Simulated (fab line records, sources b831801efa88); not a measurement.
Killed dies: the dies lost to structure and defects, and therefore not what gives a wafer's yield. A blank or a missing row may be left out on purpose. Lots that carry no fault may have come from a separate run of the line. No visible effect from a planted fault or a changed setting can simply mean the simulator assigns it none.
Chamber matching | flow gf180mcu | rie-diel-04 running GF_V3_ETCH_16: 4 sister chambers
The step etches BARC in N2/H2. 22 wafers are shown with their chamber, then 11 later ones without.

## WAFERS, EACH WITH ITS CHAMBER
wafer  | chamber | drypump-motor-current-A (A) | throttle-valve-pct (%) | oes-product-au (a.u.)
L076.1 | 2       | 5.4                         | 13.245                 | 0.863
L076.2 | 3       | 5.9                         | 13.219                 | 0.855
L076.3 | 1       | 5.5                         | 13.231                 | 0.855
L076.4 | 3       | 5.9                         | 13.227                 | 0.855
L076.5 | 1       | 5.5                         | 13.218                 | 0.858
L076.6 | 2       | 5.4                         | 13.222                 | 0.854
L077.1 | 0       | 6.6                         | 13.210                 | 0.856
L077.2 | 1       | 5.5                         | 13.219                 | 0.860
L077.5 | 3       | 6.0                         | 13.220                 | 0.850
L079.1 | 2       | 5.4                         | 13.212                 | 0.856
L079.4 | 0       | 6.6                         | 13.214                 | 0.862
L079.6 | 2       | 5.3                         | 13.224                 | 0.866
L083.4 | 3       | 6.0                         | 13.230                 | 0.861
L083.5 | 3       | 5.9                         | 13.236                 | 0.852
L083.6 | 0       | 6.7                         | 13.235                 | 0.857
L086.2 | 2       | 5.4                         | 13.221                 | 0.854
L086.3 | 0       | 6.6                         | 13.215                 | 0.857
L086.5 | 0       | 6.6                         | 13.210                 | 0.853
L088.3 | 1       | 5.5                         | 13.214                 | 0.854
L088.4 | 2       | 5.3                         | 13.229                 | 0.855
L088.5 | 1       | 5.5                         | 13.226                 | 0.850
L090.1 | 3       | 6.0                         | 13.234                 | 0.852

SIGNATURES (averages over the wafers above)
reading                 | chamber 0 | chamber 1 | chamber 2 | chamber 3 | scatter within a chamber
drypump-motor-current-A | 6.620     | 5.500     | 5.367     | 5.950     | 0.0449
throttle-valve-pct      | 13.21680  | 13.22160  | 13.22550  | 13.22767  | 0.00906
oes-product-au          | 0.85700   | 0.85540   | 0.85800   | 0.85417   | 0.00415
Rule: for each reading, subtract the chamber's mean from the wafer's reading, divide by that reading's scatter and square the result; add these up over the readings and take the root, which gives the wafer's distance from the chamber. If the next closest chamber is less than 2 further off than the closest, the wafer can't be placed; otherwise it belongs to the closest. The scatter is the square root of a quotient: the sum, over the shown wafers, of each reading's squared deviation from its chamber's mean, divided by wafers minus chambers.

## WAFERS WITHOUT THEIR CHAMBER
wafer  | drypump-motor-current-A (A) | throttle-valve-pct (%) | oes-product-au (a.u.)
L090.2 | 5.4                         | 13.239                 | 0.846
L090.3 | 5.5                         | 13.230                 | 0.857
L090.4 | 6.7                         | 13.210                 | 0.861
L090.5 | 5.5                         | 13.228                 | 0.855
L090.6 | 6.7                         | 13.216                 | 0.857
L091.3 | 5.5                         | 13.210                 | 0.855
L091.4 | 5.4                         | 13.225                 | 0.865
L091.6 | 6.7                         | 13.233                 | 0.848
L095.2 | 5.5                         | 13.224                 | 0.853
L095.5 | 5.4                         | 13.212                 | 0.858
L095.6 | 6.7                         | 13.222                 | 0.858

## EACH ONE'S CHAMBER
wafer  | from the rows above     | in truth
L090.2 | can't be placed: 2 or 1 | 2
L090.3 | 1                       | 1
L090.4 | 0                       | 0
L090.5 | 1                       | 1
L090.6 | 0                       | 0
L091.3 | 1                       | 1
L091.4 | can't be placed: 2 or 1 | 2
L091.6 | 0                       | 0
L095.2 | 1                       | 1
L095.5 | can't be placed: 2 or 1 | 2
L095.6 | 0                       | 0
Placed correctly: 8 of 11. Cannot be placed on the basis of these rows: 3; the candidates contain the true chamber in 3. 0 placed wrongly.
